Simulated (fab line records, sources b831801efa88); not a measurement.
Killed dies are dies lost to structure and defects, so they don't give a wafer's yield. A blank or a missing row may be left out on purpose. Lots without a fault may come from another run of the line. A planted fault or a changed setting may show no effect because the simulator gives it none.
fab line records | flow sky130
record lots=12 wafers=36 last_day=50
route steps=708 shown CONTACT@430 METAL1@437 PAD_OPEN@708
lots that met no fault: from a run of the same line without faults
start_h: hours from the record's first day to the start of the lot's first wafer shown | wait_h: hours since the lot's step before | " the same as in the row above | L1.1+2: a row that stands for several wafers | - no value, or no start given | * or withheld: withheld | < > ~ a bound
route shown NAME@n: a module of which the file shows steps, and the number in the route of the first | usual: mean/standard deviation of fault-free wafers | same: alike in all rows | chamber/n: place in a boat | sites: the reading at each site | _std_site: their standard deviation | _edge_site: outer sites' mean less inner sites' | radius_mm: how far each site lies from the wafer's centre | mask NAME#n: copy n | behind: the tool/chamber that last shaped the wafer | hold: why the lot was held/for how many hours/how that ended | device: the transistor (n, p or np) that didn't switch | end of line: the same wafers' tests at the end of the route | a step without rows: its recipe alone | killed: dies lost to structure and defects at the first sort, not the wafer's yield | map: a wafer's dies, x killed, . not, _ none there
set.NAME: the setting as run; set.NAME@STEP: as run at that earlier step | model.NAME: the simulator's own value behind a step, which no gauge read
steps of the route over a sample of lots; a table a step, a row a wafer
services: from which hour (start_h, from the record's first day; less than 0 if before it) a tool's chamber was out of use, for how many hours, and why
## steps
# step SKY_CONTACT_CVD_24
# recipe material=W target_thk_nm=340 time_s=102.12 temp_c=400 pressure_torr=40
# usual heater_power_w=873/55
# columns lot.wafer tool chamber start_h wait_h heater_power_w
L831.1 cvd_w-01 0 723.79 0.0 796
L831.2 " 1 " " 915
L831.4 " 0 " " 786
L834.4 cvd_w-02 0 766.15 0.1 864
L834.5 " 1 " " 903
L834.6 " 0 " " 892
L835.1 cvd_w-01 1 798.87 0.0 925
L835.4 " 0 " " 777
L835.6 " 0 " " 808
L836.1 cvd_w-02 0 800.34 0.0 880
L836.3 " 1 " " 921
L836.6 " 1 " " 926
L837.1 cvd_w-01 1 808.74 0.0 930
L837.4 " 1 " " 910
L837.6 " 1 " " 913
L840.1 cvd_w-02 1 819.12 0.0 914
L840.2 " 0 " " 885
L840.5 " 1 " " 928
L846.1 cvd_w-01 0 872.92 0.0 802
L846.5 " 0 " " 786
L846.6 " 1 " " 919
L849.2 cvd_w-01 1 883.88 0.0 937
L849.3 " 0 " " 794
L849.4 " 1 " " 931
L850.2 cvd_w-01 1 891.78 0.0 953
L850.4 " 1 " " 933
L850.6 " 0 " " 791
L851.1 cvd_w-02 1 893.69 0.0 938
L851.3 " 0 " " 880
L851.5 " 1 " " 927
L852.3 cvd_w-01 1 907.27 0.1 905
L852.4 " 0 " " 818
L852.5 " 0 " " 806
L854.1 cvd_w-01 1 910.88 0.0 928
L854.3 " 0 " " 814
L854.6 " 1 " " 914
# step SKY_CONTACT_THK_MEAS_26
# recipe thk_meas_gauge=xrf reads=W_of_CONTACT_CVD_24
# usual CONTACT_W_THK=336/4.7
# columns lot.wafer tool chamber start_h wait_h CONTACT_W_THK[nm]
L831.1 film_metro-03 - 724.02 0.1 332
L831.2 " - " " 334
L831.4 " - " " 330
L834.4 film_metro-04 - 766.37 0.1 338
L834.5 " - " " 336
L834.6 " - " " 338
L835.1 film_metro-03 - 799.10 0.1 344
L835.4 " - " " 341
L835.6 " - " " 346
L836.1 film_metro-03 - 800.57 0.1 342
L836.3 " - " " 339
L836.6 " - " " 342
L837.1 film_metro-04 - 808.97 0.1 345
L837.4 " - " " 346
L837.6 " - " " 345
L840.1 film_metro-04 - 819.35 0.1 325
L840.2 " - " " 330
L840.5 " - " " 328
L846.1 film_metro-02 - 873.15 0.1 340
L846.5 " - " " 339
L846.6 " - " " 337
L849.2 film_metro-02 - 884.12 0.1 335
L849.3 " - " " 339
L849.4 " - " " 332
L850.2 film_metro-02 - 892.02 0.1 330
L850.4 " - " " 334
L850.6 " - " " 338
L851.1 film_metro-02 - 893.92 0.1 337
L851.3 " - " " 342
L851.5 " - " " 339
L852.3 film_metro-04 - 907.48 0.1 338
L852.4 " - " " 340
L852.5 " - " " 345
L854.1 film_metro-02 - 911.11 0.1 336
L854.3 " - " " 334
L854.6 " - " " 333
# step SKY_METAL1_SPUTTER_03
# recipe material=Ti target_thk_nm=5 power_w=3000 time_s=3.3 chamber_pressure_pa=0.4
# usual throttle_valve_pct=29.9/0.9
# columns lot.wafer tool chamber start_h wait_h throttle_valve_pct
L831.1 pvd_sputter-02 - 724.45 0.0 29.7
L831.2 " - " " 29.8
L831.4 " - " " 30.8
L834.4 pvd_sputter-02 - 766.78 0.0 31.2
L834.5 " - " " 31.1
L834.6 " - " " 29.8
L835.1 pvd_sputter-04 - 799.54 0.0 29.6
L835.4 " - " " 30.1
L835.6 " - " " 29.8
L836.1 pvd_sputter-02 - 801.00 0.0 29.8
L836.3 " - " " 28.8
L836.6 " - " " 29.7
L837.1 pvd_sputter-02 - 809.40 0.0 30.7
L837.4 " - " " 30.1
L837.6 " - " " 29.4
L840.1 pvd_sputter-02 - 819.78 0.0 29.9
L840.2 " - " " 28.7
L840.5 " - " " 29.4
L846.1 pvd_sputter-04 - 873.59 0.0 30.0
L846.5 " - " " 31.8
L846.6 " - " " 30.2
L849.2 pvd_sputter-01 - 884.55 0.0 30.8
L849.3 " - " " 29.2
L849.4 " - " " 30.4
L850.2 pvd_sputter-01 - 892.45 0.0 29.3
L850.4 " - " " 30.7
L850.6 " - " " 30.8
L851.1 pvd_sputter-02 - 894.35 0.0 31.1
L851.3 " - " " 29.6
L851.5 " - " " 29.4
L852.3 pvd_sputter-04 - 907.89 0.0 31.4
L852.4 " - " " 30.0
L852.5 " - " " 30.2
L854.1 pvd_sputter-02 - 911.55 0.0 29.5
L854.3 " - " " 31.0
L854.6 " - " " 31.0
# step SKY_METAL1_STRIP_20
# recipe chemistry=O2/N2 power_w=1400 pressure_mtorr=1500 platen_temp_c=withheld o2_flow_sccm=3000 n2_flow_sccm=300 overash_fraction=0.5
# usual chamber_pressure_mTorr=1500.1/1.4 drypump_motor_current_A=5.6/0.44 oes_product_au=0.342/0.0046 strip_time_to_endpoint_s=2.68/0.06
# columns lot.wafer tool chamber start_h wait_h chamber_pressure_mTorr drypump_motor_current_A oes_product_au rf_hours_counter_h strip_time_to_endpoint_s
L831.1 plasma_asher-02 0 751.83 0.1 1499.9 6.1 0.339 93 2.69
L831.2 " 1 " " 1497.1 4.8 0.346 93 2.68
L831.4 " 1 " " 1498.3 4.8 0.337 - 2.68
L834.4 plasma_asher-02 1 793.67 0.1 1502.3 4.8 0.343 - 2.65
L834.5 " 1 " " 1501.7 4.8 0.342 - 2.55
L834.6 " 0 " " 1500.8 6.1 0.339 - 2.63
L835.1 plasma_asher-03 0 826.39 0.1 1498.5 5.8 0.341 39 2.65
L835.4 " 1 " " 1499.8 6.2 0.336 - 2.69
L835.6 " 0 " " 1502.4 5.8 0.336 - 2.67
L836.1 plasma_asher-01 0 827.62 0.1 1498.8 5.2 0.336 8 2.58
L836.3 " 0 " " 1500.3 5.3 0.350 - 2.61
L836.6 " 0 " " 1500.9 5.3 0.345 - 2.64
L837.1 plasma_asher-03 1 836.04 0.1 1499.9 6.2 0.348 40 2.77
L837.4 " 1 " " 1500.4 6.2 0.342 - 2.76
L837.6 " 1 " " 1500.6 6.2 0.347 - 2.78
L840.1 plasma_asher-01 0 846.07 0.1 1499.9 5.3 0.345 10 2.64
L840.2 " 1 " " 1500.5 5.5 0.337 10 2.61
L840.5 " 1 " " 1502.0 5.5 0.335 - 2.61
L846.1 plasma_asher-03 0 900.14 0.1 - - - - -
L846.5 " 0 " " - - - - -
L846.6 " 1 " " - - - - -
L849.2 plasma_asher-01 1 910.81 0.1 - - - - -
L849.3 " 1 " " - - - - -
L849.4 " 0 " " - - - - -
L850.2 plasma_asher-03 0 917.69 0.1 1500.6 5.8 0.344 49 2.69
L850.4 " 1 " " 1500.1 6.2 0.336 - 2.70
L850.6 " 0 " " 1500.4 5.8 0.344 - 2.70
L851.1 plasma_asher-03 0 920.22 0.1 1499.1 5.8 0.348 50 2.79
L851.3 " 1 " " 1503.7 6.2 0.340 - 2.67
L851.5 " 0 " " 1498.6 5.8 0.338 - 2.70
L852.3 plasma_asher-03 0 932.71 0.1 1499.5 5.8 0.338 - 2.79
L852.4 " 1 " " 1500.0 6.1 0.340 - 2.71
L852.5 " 1 " " 1499.3 6.2 0.339 - 2.76
L854.1 plasma_asher-02 0 936.37 0.1 1499.6 6.1 0.343 109 2.63
L854.3 " 0 " " 1500.6 6.1 0.341 - 2.65
L854.6 " 1 " " 1501.0 4.8 0.341 - 2.66
# step SKY_PAD_OPEN_PROBE_99
# usual defect_limited_yield=82.5/1.9 killed_at_M0_to_M3=42/6.4 killed_at_M4_up=2.9/1.7 killed_at_contacts=25/5.2 killed_at_front_end=16/4.4 killed_at_other=0.4/0.65 killed_dies=86/9.2 killed_on_rim=17/3.9 killed_open=47/6.6 killed_short=39/5.8 sort_bin_3_pad_short=0.9/0.42 sort_bin_5_function=10.4/1.5 sort_bin_6_memory=6.3/1 sort_n_pass=406/9.2 sort_yield_pct=82.5/1.9
# same gross_dies=492 killed_at_back_side=0 sort_bin_4_leakage[%]=0 sort_bin_8_speed[%]=0
# columns lot.wafer tool chamber start_h wait_h defect_limited_yield[%] killed_at_M0_to_M3 killed_at_M4_up killed_at_contacts killed_at_front_end killed_at_other killed_dies killed_on_rim killed_open killed_short sort_bin_3_pad_short[%] sort_bin_5_function[%] sort_bin_6_memory[%] sort_n_pass sort_yield_pct[%]
L831.1 prober-02 - 1060.67 0.1 79.3 51 2 24 24 1 102 22 51 51 0.6 12.4 7.7 390 79.3
L831.2 prober-02 - 1060.72 0.1 81.3 49 4 18 19 2 92 22 53 37 0.6 12.6 5.5 400 81.3
L831.4 prober-02 - 1060.82 0.2 81.7 45 1 33 10 1 90 16 54 35 1.2 10.2 6.9 402 81.7
L834.4 prober-01 - 1095.41 0.2 83.7 35 2 30 13 0 80 15 45 35 0 9.1 7.1 412 83.7
L834.5 prober-01 - 1095.46 0.2 79.9 56 2 25 16 0 99 23 48 51 1.8 11.0 7.3 393 79.9
L834.6 prober-01 - 1095.51 0.2 81.9 42 4 27 16 0 89 16 55 34 0.8 9.8 7.5 403 81.9
L835.1 prober-02 - 1124.16 0.1 82.3 40 5 17 25 0 87 22 50 37 1.2 11.4 5.1 405 82.3
L835.4 prober-02 - 1124.31 0.2 84.1 39 3 19 16 1 78 9 42 35 1.4 9.1 5.3 414 84.1
L835.6 prober-02 - 1124.41 0.2 83.7 41 5 14 20 0 80 18 38 42 0.4 10.8 5.1 412 83.7
L836.1 prober-02 - 1124.46 0.1 80.7 48 2 27 17 1 95 26 44 51 1.2 11.6 6.5 397 80.7
L836.3 prober-02 - 1124.56 0.2 82.1 42 0 32 14 0 88 24 50 38 0.4 10.0 7.5 404 82.1
L836.6 prober-02 - 1124.71 0.2 82.5 38 3 25 20 0 86 18 40 46 0.8 9.6 7.1 406 82.5
L837.1 prober-01 - 1130.42 0.1 85.2 40 3 17 13 0 73 18 37 35 0.8 9.8 4.3 419 85.2
L837.4 prober-01 - 1130.57 0.2 80.9 43 2 28 21 0 94 20 54 40 1.4 12.6 5.1 398 80.9
L837.6 prober-01 - 1130.67 0.2 84.3 38 1 22 16 0 77 21 42 35 1.6 8.1 5.9 415 84.3
L840.1 prober-02 - 1141.04 0.1 83.1 43 4 26 10 0 83 17 47 35 0.6 9.6 6.7 409 83.1
L840.2 prober-02 - 1141.09 0.1 82.7 38 1 28 18 0 85 19 47 38 0.4 10.2 6.7 407 82.7
L840.5 prober-02 - 1141.24 0.2 83.3 39 2 26 14 1 82 17 39 42 0.6 9.3 6.7 410 83.3
L846.1 prober-02 - 1177.28 0.1 0.2 451 2 22 15 1 491 96 47 28 0.8 93.1 5.9 1 0.2
L846.5 prober-02 - 1177.48 0.2 0.2 436 2 28 24 1 491 95 58 38 0.8 91.3 7.7 1 0.2
L846.6 prober-02 - 1177.53 0.2 0.2 432 4 31 23 1 491 96 60 41 1.0 92.5 6.3 1 0.2
L849.2 prober-01 - 1183.21 0.1 0.2 442 2 24 23 0 491 96 58 42 0.6 91.3 7.9 1 0.2
L849.3 prober-01 - 1183.26 0.2 0.4 455 4 15 14 2 490 94 44 43 0.8 91.5 7.3 2 0.4
L849.4 prober-01 - 1183.31 0.2 0.2 444 4 16 25 2 491 95 51 46 0.8 90.9 8.1 1 0.2
L850.2 prober-01 - 1187.02 0.1 82.3 40 1 31 15 0 87 18 52 35 0.6 10.4 6.7 405 82.3
L850.4 prober-01 - 1187.12 0.2 82.5 47 5 21 13 0 86 14 44 42 0.4 10.2 6.9 406 82.5
L850.6 prober-01 - 1187.22 0.2 83.5 32 1 31 17 0 81 14 45 35 1.2 9.6 5.7 411 83.5
L851.1 prober-02 - 1188.27 0.1 81.9 48 3 24 14 0 89 13 49 40 0.8 9.8 7.5 403 81.9
L851.3 prober-02 - 1188.37 0.2 81.3 47 2 35 8 0 92 20 54 38 1.2 10.0 7.5 400 81.3
L851.5 prober-02 - 1188.47 0.2 80.9 48 6 27 13 0 94 19 51 42 1.0 10.2 7.9 398 80.9
L852.3 prober-02 - 1198.22 0.2 82.9 45 5 22 12 0 84 19 52 31 0.4 10.2 6.5 408 82.9
L852.4 prober-02 - 1198.27 0.2 81.5 41 1 32 16 1 91 18 50 41 1.0 10.4 7.1 401 81.5
L852.5 prober-02 - 1198.32 0.2 82.1 48 1 27 12 0 88 15 50 38 0.6 10.8 6.5 404 82.1
L854.1 prober-02 - 1202.01 0.1 82.3 44 2 24 17 0 87 9 49 38 1.2 10.0 6.5 405 82.3
L854.3 prober-02 - 1202.11 0.2 81.7 51 1 20 18 0 90 18 49 41 1.2 10.8 6.3 402 81.7
L854.6 prober-02 - 1202.26 0.2 81.9 35 3 29 22 0 89 16 51 38 1.0 10.2 6.9 403 81.9
# killed by level:class
L831.1 VIA1:geometric_particle:open=13 CONTACT:geometric_particle:open=9 FIELD_ISO:geometric_particle:open=7 METAL2:geometric_particle:short=7 POLY_GATE:geometric_particle:short=6 VIA2:geometric_particle:short=5 CONTACT:geometric_particle:short=5 METAL1:geometric_particle:short=5
L831.2 VIA1:geometric_particle:open=11 VIA2:geometric_particle:open=8 VIA3:geometric_particle:open=8 FIELD_ISO:geometric_particle:open=7 CONTACT:geometric_particle:open=7 FIELD_ISO:geometric_particle:short=4 METAL4:geometric_particle:short=4 VIA1:geometric_particle:short=4
L831.4 CONTACT:geometric_particle:open=19 VIA2:geometric_particle:open=9 VIA1:geometric_particle:open=8 METAL2:geometric_particle:short=6 LOCAL_INTERCONNECT:geometric_particle:short=5 CONTACT:geometric_particle:short=5 VIA1:geometric_particle:short=5 FIELD_ISO:geometric_particle:open=4
L834.4 CONTACT:geometric_particle:open=13 VIA1:geometric_particle:open=6 LI_CONTACT:geometric_particle:open=6 METAL1:geometric_particle:short=6 FIELD_ISO:geometric_particle:open=5 METAL2:geometric_particle:short=5 VIA1:geometric_particle:short=4 LOCAL_INTERCONNECT:geometric_particle:short=4
L834.5 VIA2:geometric_particle:open=10 VIA1:geometric_particle:open=8 METAL1:geometric_particle:short=7 VIA1:geometric_particle:short=7 POLY_GATE:geometric_particle:short=7 LI_CONTACT:geometric_particle:open=7 CONTACT:geometric_particle:open=7 CONTACT:geometric_particle:short=6
L834.6 VIA1:geometric_particle:open=13 CONTACT:geometric_particle:open=11 VIA3:geometric_particle:open=8 VIA2:geometric_particle:open=7 POLY_GATE:geometric_particle:open=6 CONTACT:geometric_particle:short=5 FIELD_ISO:geometric_particle:open=4 LI_CONTACT:geometric_particle:open=4
L835.1 FIELD_ISO:geometric_particle:open=7 POLY_GATE:geometric_particle:open=7 VIA1:geometric_particle:open=7 POLY_GATE:geometric_particle:short=6 CONTACT:geometric_particle:open=6 VIA3:geometric_particle:open=6 VIA1:geometric_particle:short=6 LI_CONTACT:geometric_particle:open=5
L835.4 LI_CONTACT:geometric_particle:open=12 VIA1:geometric_particle:open=9 METAL2:geometric_particle:short=7 VIA1:geometric_particle:short=7 POLY_GATE:geometric_particle:open=5 VIA2:geometric_particle:open=4 VIA3:geometric_particle:open=4 FIELD_ISO:geometric_particle:short=3
L835.6 POLY_GATE:geometric_particle:short=7 VIA2:geometric_particle:open=7 VIA3:geometric_particle:open=7 LI_CONTACT:geometric_particle:open=5 VIA1:geometric_particle:open=5 METAL4:geometric_particle:short=5 FIELD_ISO:geometric_particle:short=4 FIELD_ISO:geometric_particle:open=4
L836.1 VIA1:geometric_particle:open=11 METAL1:geometric_particle:short=9 LI_CONTACT:geometric_particle:open=8 METAL2:geometric_particle:short=6 VIA3:geometric_particle:open=6 POLY_GATE:geometric_particle:open=5 VIA1:geometric_particle:short=5 LI_CONTACT:geometric_particle:short=5
L836.3 LI_CONTACT:geometric_particle:open=12 VIA1:geometric_particle:open=11 CONTACT:geometric_particle:short=7 CONTACT:geometric_particle:open=7 POLY_GATE:geometric_particle:open=5 VIA2:geometric_particle:open=5 LI_CONTACT:geometric_particle:short=4 METAL2:geometric_particle:short=4
L836.6 POLY_GATE:geometric_particle:open=8 VIA1:geometric_particle:open=8 CONTACT:geometric_particle:open=7 METAL2:geometric_particle:short=6 CONTACT:geometric_particle:short=6 METAL1:geometric_particle:short=6 LI_CONTACT:geometric_particle:open=4 LI_CONTACT:geometric_particle:short=4
L837.1 VIA2:geometric_particle:open=8 LI_CONTACT:geometric_particle:open=6 FIELD_ISO:geometric_particle:open=5 METAL2:geometric_particle:short=5 METAL1:geometric_particle:short=5 VIA3:geometric_particle:open=5 POLY_GATE:geometric_particle:short=4 LOCAL_INTERCONNECT:geometric_particle:short=4
L837.4 CONTACT:geometric_particle:open=11 LI_CONTACT:geometric_particle:open=8 METAL1:geometric_particle:short=8 VIA1:geometric_particle:open=7 VIA3:geometric_particle:open=7 VIA2:geometric_particle:open=6 FIELD_ISO:geometric_particle:short=5 POLY_GATE:geometric_particle:short=5
L837.6 CONTACT:geometric_particle:open=11 VIA1:geometric_particle:open=10 POLY_GATE:geometric_particle:short=5 LI_CONTACT:geometric_particle:open=5 METAL2:geometric_particle:short=5 FIELD_ISO:geometric_particle:open=4 FIELD_ISO:geometric_particle:short=4 METAL1:geometric_particle:short=4
L840.1 CONTACT:geometric_particle:open=9 VIA2:geometric_particle:open=8 LI_CONTACT:geometric_particle:open=7 METAL1:geometric_particle:short=6 VIA1:geometric_particle:open=5 METAL3:geometric_particle:short=5 VIA3:geometric_particle:open=5 LOCAL_INTERCONNECT:geometric_particle:short=4
L840.2 FIELD_ISO:geometric_particle:short=8 LI_CONTACT:geometric_particle:open=8 CONTACT:geometric_particle:open=7 VIA3:geometric_particle:open=7 VIA1:geometric_particle:open=6 FIELD_ISO:geometric_particle:open=5 CONTACT:geometric_particle:short=5 METAL1:geometric_particle:short=5
L840.5 CONTACT:geometric_particle:open=13 METAL1:geometric_particle:short=7 LI_CONTACT:geometric_particle:open=6 METAL2:geometric_particle:short=6 POLY_GATE:geometric_particle:short=5 VIA2:geometric_particle:open=5 VIA3:geometric_particle:open=5 FIELD_ISO:geometric_particle:open=4
L846.1 VIA1:area_hdpcvd=415 VIA1:geometric_particle:open=11 FIELD_ISO:geometric_particle:open=7 METAL2:geometric_particle:short=7 LI_CONTACT:geometric_particle:open=6 LOCAL_INTERCONNECT:geometric_particle:short=6 VIA2:geometric_particle:open=6 CONTACT:geometric_particle:open=5
L846.5 VIA1:area_hdpcvd=395 CONTACT:geometric_particle:open=13 VIA1:geometric_particle:open=12 VIA2:geometric_particle:open=9 LI_CONTACT:geometric_particle:open=7 FIELD_ISO:geometric_particle:short=7 SPACER:geometric_particle:short=6 METAL1:geometric_particle:short=5
L846.6 VIA1:area_hdpcvd=389 CONTACT:geometric_particle:open=12 POLY_GATE:geometric_particle:open=9 LI_CONTACT:geometric_particle:open=9 VIA3:geometric_particle:open=7 FIELD_ISO:geometric_particle:open=6 VIA1:geometric_particle:open=5 VIA1:geometric_particle:short=5
L849.2 VIA1:area_hdpcvd=391 VIA1:geometric_particle:open=15 VIA1:geometric_particle:short=11 LI_CONTACT:geometric_particle:open=9 CONTACT:geometric_particle:open=8 FIELD_ISO:geometric_particle:short=7 FIELD_ISO:geometric_particle:open=6 VIA3:geometric_particle:open=6
L849.3 VIA1:area_hdpcvd=401 VIA1:geometric_particle:open=11 CONTACT:geometric_particle:open=6 VIA2:geometric_particle:open=6 VIA3:geometric_particle:short=6 VIA3:geometric_particle:open=6 METAL1:geometric_particle:short=5 VIA2:geometric_particle:short=5
L849.4 VIA1:area_hdpcvd=392 VIA1:geometric_particle:open=10 METAL2:geometric_particle:short=9 FIELD_ISO:geometric_particle:open=8 VIA1:geometric_particle:short=8 VIA2:geometric_particle:open=8 CONTACT:geometric_particle:open=7 POLY_GATE:geometric_particle:open=6
L850.2 CONTACT:geometric_particle:open=16 VIA1:geometric_particle:short=8 VIA1:geometric_particle:open=7 LI_CONTACT:geometric_particle:open=6 VIA2:geometric_particle:open=6 CONTACT:geometric_particle:short=5 VIA3:geometric_particle:open=4 POLY_GATE:geometric_particle:short=4
L850.4 VIA2:geometric_particle:open=10 VIA1:geometric_particle:open=8 VIA1:geometric_particle:short=7 CONTACT:geometric_particle:open=6 METAL1:geometric_particle:short=6 POLY_GATE:geometric_particle:short=5 LI_CONTACT:geometric_particle:open=5 METAL4:geometric_particle:short=5
L850.6 CONTACT:geometric_particle:open=12 LI_CONTACT:geometric_particle:open=8 VIA1:geometric_particle:open=7 FIELD_ISO:geometric_particle:short=6 CONTACT:geometric_particle:short=6 METAL1:geometric_particle:short=5 METAL2:geometric_particle:short=4 VIA3:geometric_particle:open=4
L851.1 VIA1:geometric_particle:open=14 VIA2:geometric_particle:open=10 LOCAL_INTERCONNECT:geometric_particle:short=7 CONTACT:geometric_particle:open=7 LI_CONTACT:geometric_particle:open=6 METAL1:geometric_particle:short=5 FIELD_ISO:geometric_particle:open=4 METAL3:geometric_particle:short=4
L851.3 VIA1:geometric_particle:open=15 CONTACT:geometric_particle:open=13 LI_CONTACT:geometric_particle:open=8 VIA1:geometric_particle:short=8 VIA2:geometric_particle:open=5 CONTACT:geometric_particle:short=5 LI_CONTACT:geometric_particle:short=4 LOCAL_INTERCONNECT:geometric_particle:short=4
L851.5 VIA1:geometric_particle:open=17 CONTACT:geometric_particle:open=11 LI_CONTACT:geometric_particle:open=7 METAL1:geometric_particle:short=7 METAL2:geometric_particle:short=5 VIA3:geometric_particle:open=5 METAL4:geometric_particle:short=5 LOCAL_INTERCONNECT:geometric_particle:short=4
L852.3 CONTACT:geometric_particle:open=13 VIA1:geometric_particle:open=13 VIA2:geometric_particle:open=11 POLY_GATE:geometric_particle:short=5 METAL2:geometric_particle:short=5 VIA3:geometric_particle:open=5 LI_CONTACT:geometric_particle:open=4 CONTACT:geometric_particle:short=4
L852.4 CONTACT:geometric_particle:open=13 VIA2:geometric_particle:open=11 LI_CONTACT:geometric_particle:open=7 METAL3:geometric_particle:short=7 POLY_GATE:geometric_particle:short=6 VIA1:geometric_particle:open=5 FIELD_ISO:geometric_particle:short=4 LOCAL_INTERCONNECT:geometric_particle:short=4
L852.5 VIA1:geometric_particle:open=14 CONTACT:geometric_particle:open=9 METAL2:geometric_particle:short=7 CONTACT:geometric_particle:short=6 LI_CONTACT:geometric_particle:open=5 METAL1:geometric_particle:short=5 VIA3:geometric_particle:open=5 METAL2:geometric_particle:open=5
L854.1 VIA1:geometric_particle:open=10 CONTACT:geometric_particle:open=9 METAL1:geometric_particle:short=8 FIELD_ISO:geometric_particle:open=7 LI_CONTACT:geometric_particle:open=7 METAL2:geometric_particle:short=7 VIA3:geometric_particle:open=7 CONTACT:geometric_particle:short=5
L854.3 VIA1:geometric_particle:open=16 METAL1:geometric_particle:short=10 LI_CONTACT:geometric_particle:open=8 CONTACT:geometric_particle:open=7 POLY_GATE:geometric_particle:open=6 METAL2:geometric_particle:short=5 VIA2:geometric_particle:open=5 FIELD_ISO:geometric_particle:short=4
L854.6 CONTACT:geometric_particle:open=16 VIA1:geometric_particle:open=10 FIELD_ISO:geometric_particle:short=6 LI_CONTACT:geometric_particle:open=6 FIELD_ISO:geometric_particle:open=5 CONTACT:geometric_particle:short=5 METAL1:geometric_particle:short=5 METAL2:geometric_particle:short=4
## services
# columns tool chamber start_h hours kind
pvd_sputter-04 2 707.06 - consumable_replace:kit
pvd_sputter-04 2 707.06 18.0 scheduled_down
plasma_asher-01 - 732.02 1.7 repair
plasma_asher-01 - 733.75 9.0 pm
pvd_sputter-01 - 757.68 1.0 repair
plasma_asher-01 - 758.94 2.8 repair
plasma_asher-01 - 782.19 2.0 repair
cvd_w-01 - 825.90 0.3 repair
pvd_sputter-02 2 827.26 - consumable_replace:kit
pvd_sputter-02 2 827.26 18.0 scheduled_down
pvd_sputter-02 2 827.26 18.0 vent_cycle
cvd_w-02 - 833.26 0.9 repair
plasma_asher-02 - 833.31 27.9 repair
pvd_sputter-04 - 836.24 1.1 repair
pvd_sputter-04 - 836.92 3.8 repair
plasma_asher-02 - 838.22 0.8 repair
plasma_asher-03 - 881.48 0.7 repair
pvd_sputter-04 - 888.54 1.1 repair
cvd_w-02 1 894.91 11.2 repair
cvd_w-02 - 904.00 14.0 pm
cvd_w-02 0 904.00 14.0 vent_cycle
cvd_w-02 1 904.00 14.0 vent_cycle
cvd_w-02 0 918.00 - clean
cvd_w-02 1 918.00 - clean
## key
first_sign step=SKY_METAL1_STRIP_20 reading=tool_record direction=missing
effect step=SKY_PAD_OPEN_PROBE_99 reading=killed_at_M0_to_M3 direction=up sigmas=63 usual=42 struck=443
more_kills_born_at SKY_VIA1_HDPCVD_00@hdpcvd-01=1199 SKY_VIA1_HDPCVD_00@hdpcvd-02=1184
met_at SKY_METAL1_STRIP_20
struck_lots L846,L849
later_rows_left_out L846.1,L846.5,L846.6,L849.2,L849.3,L849.4
not_acting_at SKY_CONTACT_CVD_24,SKY_CONTACT_THK_MEAS_26,SKY_METAL1_SPUTTER_03
onset_between 846.07 900.14
fault kind=skipped_step_whole tool=plasma_asher-01,plasma_asher-03 chamber=- onset_h=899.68 steps=SKY_METAL1_STRIP_20 scope=struck_lots_only
# later_rows_left_out: the simulator's readings of these wafers behind a module that went badly wrong aren't trusted and aren't shown, but for the sort
